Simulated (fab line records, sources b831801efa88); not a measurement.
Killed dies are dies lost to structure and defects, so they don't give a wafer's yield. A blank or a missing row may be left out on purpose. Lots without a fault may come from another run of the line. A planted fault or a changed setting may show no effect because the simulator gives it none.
Chamber matching | flow sky130 | SKY_CONTACT_CMP_27 on cmp-02: 4 sister chambers
The step polishes, stops on SiO2, t overpolish 15 s, target thk 0 nm. 4 wafers are shown with their chamber, then 7 later ones without.

WAFERS WITH THEIR CHAMBER
wafer  | chamber | motor_current_A (A)
L187.3 | 3       | 10.5
L187.5 | 2       | 9.1
L188.2 | 0       | 11.3
L188.4 | 1       | 10.3

WAFERS WITHOUT THEIR CHAMBER
wafer  | motor_current_A (A)
L188.5 | 10.2
L190.2 | 10.6
L190.4 | 9.6
L190.5 | 9.5
L193.1 | 10.4
L193.3 | 11.6
L193.4 | 8.9

WHICH CHAMBER EACH WENT THROUGH
wafer  | from the rows above          | in truth
L188.5 | can't be placed: 1 or 3      | 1
L190.2 | can't be placed: 3 or 1      | 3
L190.4 | can't be placed: 2 or 1 or 3 | 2
L190.5 | can't be placed: 2 or 1      | 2
L193.1 | can't be placed: 1 or 3      | 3
L193.3 | 0                            | 0
L193.4 | 2                            | 2
Placed correctly: 2 of 7. Can't be placed from these rows: 5 (the true chamber is among the candidates in 5). Placed wrongly: 0.
How it was worked out, from the rows above alone: a wafer's distance from a chamber is the root of the sum, over the readings, of the square of ((its reading less the chamber's mean) divided by the reading's scatter). The wafer belongs to the nearest chamber; if the next one is less than 2 further off, it can't be placed. A chamber's mean is the mean of its shown wafers. The scatter: with one shown wafer a chamber, the root of the mean of the squares of how far each hidden wafer lies from its nearest shown one.
